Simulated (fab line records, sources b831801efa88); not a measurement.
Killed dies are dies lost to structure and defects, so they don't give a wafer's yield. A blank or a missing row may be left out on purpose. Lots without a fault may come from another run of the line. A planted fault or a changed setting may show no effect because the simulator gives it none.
Which tool did it? | flow gf180mcu | 6 lots, 18 wafers sampled, at 2 steps of a route of 602

WHAT THE GAUGES READ, wafer by wafer
GF_HV_LDD_CD_MEAS_07: target cd 400 nm.
lot  | measured     | on        | cd_nm (nm)
L714 | day 10 22:56 | cd_sem-02 | 402.2 404.4 404.4
L716 | day 11 13:02 | cd_sem-01 | 397.6 397.4 398.4
L727 | day 15 03:01 | cd_sem-02 | 399.8 399.1 398.0
L729 | day 15 19:37 | cd_sem-02 | 392.3 394.0 395.1
L731 | day 16 10:21 | cd_sem-02 | 398.5 398.1 398.9
L733 | day 17 04:52 | cd_sem-01 | 403.1 401.0 400.6

WHICH TOOL RAN EACH LOT (tool, then ch and the chambers of the sampled wafers, then the start)
lot  | GF_HV_LDD_EXPOSE_04
L714 | iline_stepper-01 ch 0, day 10 14:07
L716 | iline_stepper-02 ch 0, day 11 05:02
L727 | iline_stepper-01 ch 0, day 14 17:08
L729 | iline_stepper-01 ch 0, day 15 08:25
L731 | iline_stepper-01 ch 0, day 15 23:09
L733 | iline_stepper-01 ch 0, day 16 17:51
- GF_HV_LDD_EXPOSE_04: exposes mask Nplus LV AREA, target cd 400 nm.

THE ANSWER, worked out from the rows above alone
Rule: what is usual is taken from the lots themselves. Put in order of their means at a reading, lots are off if they are a third of the lots or fewer, leave a main group of 4 or more, and stand apart from it by a gap of 3 or more times the standard deviation of the main group's means; of several such gaps the widest counts. A main group whose means are all the same, to the digits that the tables above print for the reading, isn't used. A lot without any number at a reading at which 4 lots or more have one is off too. The other lots that the step has rows for count as sound.
No lot is off at any reading shown: from this, nothing can be told.

WHAT THE SIMULATOR HAD PUT IN
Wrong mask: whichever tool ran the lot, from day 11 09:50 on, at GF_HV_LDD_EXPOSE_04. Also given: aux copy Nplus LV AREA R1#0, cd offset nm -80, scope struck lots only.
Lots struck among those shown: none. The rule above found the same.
